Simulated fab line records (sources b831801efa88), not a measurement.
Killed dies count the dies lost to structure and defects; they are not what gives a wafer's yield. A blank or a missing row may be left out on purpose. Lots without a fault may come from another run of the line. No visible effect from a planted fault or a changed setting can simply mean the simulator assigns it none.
Lot-split experiment	flow sfqLine	23 wafers read from 5 lots, route of 325 steps

## ON THE SPLIT
At SFQ_TRILAYER_L0_LITHO_COAT_010 (resist thk 62 nm), the setting resistThkNm was moved away from the recipe's 62 nm on 10 of the 23 wafers read, by -4.9% to +5.9%. The other wafers ran this setting at the recipe's value.

The reading comes from the split's own step.

## THE READING
BARC_of_TRILAYER_L0_LITHO_COAT_010.thkNm (the simulator's own value, which no gauge read), in nm, at SFQ_TRILAYER_L0_LITHO_COAT_010 (resist thk 62 nm). The file gives no usual value for it. Across the 13 wafers here that went through the recipe, the average is 62.04 nm and the standard deviation 0.17 nm.

wafer	tool, chamber at the split	resistThkNm as run, nm	against the recipe	BARC_of_TRILAYER_L0_LITHO_COAT_010.thkNm, nm	against lot-mates on the recipe
L074.2	lithoTrack-01, 0	62	recipe	61.74	-
L074.4	lithoTrack-01, 0	62	recipe	61.76	-
L074.6	lithoTrack-01, 0	62	recipe	61.83	-
L075.1	lithoTrack-01, 0	60.45	-2.5%	60.67	-1.49
L075.2	lithoTrack-01, 0	60.45	-2.5%	60.5	-1.66
L075.4	lithoTrack-01, 0	62	recipe	62.22	-
L075.5	lithoTrack-01, 0	62	recipe	62.11	-
L075.6	lithoTrack-01, 0	60.45	-2.5%	60.63	-1.53
L078.1	lithoTrack-04, 0	62	recipe	62.01	-
L078.3	lithoTrack-04, 0	62	recipe	62.09	-
L078.4	lithoTrack-04, 0	65.66	+5.9%	65.68	+3.55
L078.5	lithoTrack-04, 0	62	recipe	62.28	-
L078.6	lithoTrack-04, 0	65.66	+5.9%	65.66	+3.53
L083.1	lithoTrack-01, 0	59.67	-3.8%	59.75	-2.41
L083.2	lithoTrack-01, 0	62	recipe	62.18	-
L083.4	lithoTrack-01, 0	59.67	-3.8%	59.86	-2.30
L083.5	lithoTrack-01, 0	59.67	-3.8%	59.93	-2.23
L083.6	lithoTrack-01, 0	62	recipe	62.14	-
L085.1	lithoTrack-04, 0	58.96	-4.9%	59.18	-2.89
L085.2	lithoTrack-04, 0	58.96	-4.9%	58.94	-3.13
L085.3	lithoTrack-04, 0	62	recipe	62.15	-
L085.4	lithoTrack-04, 0	62	recipe	62	-
L085.6	lithoTrack-04, 0	62	recipe	62.06	-

THE FIT
A straight line over all 23 wafers: BARC_of_TRILAYER_L0_LITHO_COAT_010.thkNm changes by +0.604 nm for each +1% of resistThkNm; r = +1.00; the points scatter about the line by 0.15 nm.
The same after taking each lot's own level away (the mean of its wafers on the recipe; 23 wafers): +0.609 nm for each +1%; r = +1.00; scatter 0.079 nm.
Per that fit: largest resistThkNm move, reading shift of 3.6 nm.
Across the lots, their own levels run from 61.777 to 62.165 nm, a range of 2.4 times the standard deviation given above.
Hence the lot-to-lot level has little effect on the slope; both slopes agree.
Check: +3.59 nm against its lot-mates is what the line predicts for one of the wafers moved furthest among these (+5.9%) when that wafer is left out of the fit. It came out at +3.55 nm against them.

## THESE WAFERS: OTHER SPLITS
Before the reading, these wafers also passed through other splits. Each is held against what the fit with the lots' levels taken away leaves over:
other split on the same wafers	wafers away from the commonest value	r with BARC_of_TRILAYER_L0_LITHO_COAT_010.thkNm (lot level and that fit taken away)
SFQ_TRILAYER_INCOMING_OXIDATION_002 oxTimeS	15	-0.04

## FILE'S OWN FIT
BARC_of_TRILAYER_L0_LITHO_COAT_010.thkNm changes by +0.609 nm for each +1% of resistThkNm, r = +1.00.
